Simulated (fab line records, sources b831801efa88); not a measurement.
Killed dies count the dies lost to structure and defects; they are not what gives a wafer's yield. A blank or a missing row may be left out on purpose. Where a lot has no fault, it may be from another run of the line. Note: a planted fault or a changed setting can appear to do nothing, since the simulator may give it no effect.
Comparing a struck lot with a sound one / flow gf180mcu / 17 steps out of a route of 602
Sound: the wafers L346.2, L346.4, L346.5. The struck wafers were L350.2, L350.3, L350.4. The cause is given at the end.
Per side, at each step with rows, come the tool, then ch with its chambers, and then its first start. Under that, the readings that differ: sound wafers / struck wafers / difference of the means / sigmas: that difference in standard deviations of wafers without a fault.
alike: a reading whose means differ by less than 2 such deviations, as well as words and numbers matching on both sides. not compared: withheld readings; readings where some wafer has no value; bounds like >300 that might hide an equal value; numbers whose values overlap and for which the record gives no deviation.
The two part at a step that has a row with sigmas, a row that says differs or no value, or rows on one side only. Non-overlapping numbers with no deviation appear without sigmas and do not part them. A reading missing from all wafers of one side parts the sides only when that side holds two or more wafers.

first, 3 steps without rows for these wafers: GF_V2_EXPOSE_11 (exposes mask Via2, target cd 260 nm); GF_V2_PEB_12 (peb time 90 s); GF_V2_DEVELOP_13 (develop time 60 s).
GF_V2_CD_MEAS_14: target cd 260 nm.
  sound on cd_sem-02, day 24 22:50; struck on cd_sem-01, day 26 05:56
  alike: cd_nm
GF_V2_OVL_MEAS_15:
  sound on overlay-01, day 24 22:56; struck on overlay-01, day 26 06:03
  alike: V2_OVL
GF_V2_ETCH_16: etches BARC in N2/H2.
  sound on rie_diel-01 ch 0,1,3, day 24 22:58; struck on rie_diel-02 ch 1,2,3, day 26 06:05
  alike: drypump_motor_current_A, oes_product_au, throttle_valve_pct
GF_V2_ETCH_17: etches SiO2 in C4F8/O2/Ar, stops on TiN, target depth 630 nm.
  sound on rie_diel-01 ch 0,1,3; struck on rie_diel-02 ch 1,2,3
  alike: oes_product_au
GF_V2_STRIP_18: strips in O2/N2.
  sound on plasma_asher-01 ch 0,1, day 24 23:06; struck on plasma_asher-03 ch 0,1, day 26 06:13
  alike: drypump_motor_current_A, heater_power_w, oes_product_au, platen_temp_c
  not compared: rf_hours_counter_h
then, 2 steps without rows for these wafers: GF_V2_STRIP_19 (strips in post etch residue remover, time 1200 s); GF_V2_CLEAN_20 (cleans in DIW).
GF_V2_SPUTTER_21: material Ti, target thk 15 nm, time 80.02 s.
  sound on pvd_sputter-01, day 24 23:38; struck on pvd_sputter-01, day 26 06:44
  alike: throttle_valve_pct
GF_V2_SPUTTER_22: material TiN, target thk 10 nm, time 40 s.
  sound on pvd_sputter-01, day 24 23:41; struck on pvd_sputter-01, day 26 06:49
  alike: throttle_valve_pct
GF_V2_CVD_23: deposits W, target thk 350 nm, time 104.94 s.
  sound on cvd_w-02 ch 0,1, day 24 23:44; struck on cvd_w-02 ch 0,1, day 26 06:51
  no value came back on the struck wafers for chamber_pressure_Torr (Torr), heater_power_outer_w (W), heater_power_w (W); on the sound wafers chamber_pressure_Torr (Torr) reads 39.94 39.97 39.90
  not compared: since_wet_clean_h
GF_V2_RS_MEAS_24: measures by four-point-probe.
  sound on film_metro-04, day 24 23:54; struck on film_metro-01, day 26 06:59
reading=V2_W_RS (ohm/sq); sound=0.330 0.328 0.330; struck=43.493 42.742 42.582; difference=+42.610; sigmas=+99 or more
GF_V2_THK_MEAS_25: measures by xrf.
  sound on film_metro-04, day 25 00:01; struck on film_metro-01, day 26 07:05
  not compared: V2_W_THK
GF_V2_CMP_26: polishes, stops on SiO2, t overpolish 15 s, target thk 0 nm.
  sound on cmp-01 ch 0,2,3, day 25 00:08; struck on cmp-01 ch 0,1,3, day 26 07:08
reading=time_to_endpoint_s (s); sound=78.5 80.3 81.4; struck=2.8 2.4 0.0; difference=-78.3; sigmas=-28
  alike: motor_current_A
-- the record jumps here: 7 days lie between the struck wafers' starts before and after (it left off in module V2 and takes up again in module PASSIVATION, whose first step shown is number 602 of the route) --
GF_PASSIVATION_PROBE_99:
  only the struck wafers here have rows in the record (prober-01, day 33 16:00); the sound ones have none

WHERE THEY PART
First at GF_V2_CVD_23; last, within this record, at GF_PASSIVATION_PROBE_99.

WHY: whatever the simulator had introduced
Beginning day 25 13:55, the whole step at GF_V2_CVD_23 was skipped on cvd_w-02. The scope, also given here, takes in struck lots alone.
